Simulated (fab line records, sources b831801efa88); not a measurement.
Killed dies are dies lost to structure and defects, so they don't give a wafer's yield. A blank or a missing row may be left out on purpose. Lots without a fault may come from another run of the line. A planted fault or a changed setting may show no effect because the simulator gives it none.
Chamber matching | flow gf180mcu | GF_STI_CMP_25 on cmp-02: 4 sister chambers
The step polishes, stops on Si3N4, t overpolish 33 s, target thk 524.6 nm. 15 wafers are shown with their chamber, then 7 later ones without.

WAFERS WITH THEIR CHAMBER
wafer  | chamber | motor_current_A (A) | time_to_endpoint_s (s) | retaining_ring_pressure_frac
L115.1 | 1       | 12.8                | 121                    | 1.003
L115.3 | 2       | 12.3                | 127                    | 0.997
L115.6 | 3       | 14.0                | 125                    | 0.998
L116.1 | 3       | 12.4                | 127                    | 1.003
L116.2 | 2       | 12.3                | 127                    | 1.002
L116.4 | 0       | 9.7                 | 127                    | 0.996
L119.2 | 1       | 12.3                | 125                    | 0.997
L119.3 | 2       | 12.7                | 132                    | 0.991
L119.5 | 0       | 9.1                 | 130                    | 0.994
L121.2 | 3       | 12.2                | 125                    | 0.997
L121.3 | 0       | 9.3                 | 130                    | 0.999
L121.5 | 1       | 12.1                | 130                    | 1.001
L122.1 | 3       | 13.2                | 123                    | 1.000
L122.2 | 1       | 11.9                | 122                    | 0.989
L122.4 | 2       | 12.3                | 130                    | 0.994

SIGNATURES (means of the wafers above)
reading                      | chamber 0 | chamber 1 | chamber 2 | chamber 3 | scatter within a chamber
motor_current_A              | 9.367     | 12.275    | 12.400    | 12.950    | 0.503
time_to_endpoint_s           | 129.00    | 124.50    | 129.00    | 125.00    | 2.71
retaining_ring_pressure_frac | 0.99633   | 0.99750   | 0.99600   | 0.99950   | 0.00442
Rule: a wafer's distance from a chamber is the root of the sum, over the readings, of the square of ((its reading less the chamber's mean) divided by the reading's scatter). The wafer belongs to the nearest chamber; if the next one is less than 2 further off, it can't be placed. The scatter: the root of (the sum of the squares of (reading less its chamber's mean) over the shown wafers, divided by (wafers less chambers)).

WAFERS WITHOUT THEIR CHAMBER
wafer  | motor_current_A (A) | time_to_endpoint_s (s) | retaining_ring_pressure_frac
L127.3 | 12.5                | 124                    | 1.001
L127.5 | 9.1                 | 131                    | 1.006
L127.6 | 12.9                | 129                    | 1.008
L129.2 | 8.9                 | 129                    | 1.002
L129.4 | 12.9                | 127                    | 0.999
L131.1 | 13.1                | 128                    | 1.006
L131.2 | 10.1                | 132                    | 0.997

WHICH CHAMBER EACH WENT THROUGH
wafer  | from the rows above          | in truth
L127.3 | can't be placed: 1 or 3 or 2 | 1
L127.5 | 0                            | 0
L127.6 | can't be placed: 3 or 2 or 1 | 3
L129.2 | 0                            | 0
L129.4 | can't be placed: 3 or 2 or 1 | 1
L131.1 | can't be placed: 3 or 2 or 1 | 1
L131.2 | 0                            | 0
Placed correctly: 3 of 7. Can't be placed from these rows: 4 (the true chamber is among the candidates in 4). Placed wrongly: 0.
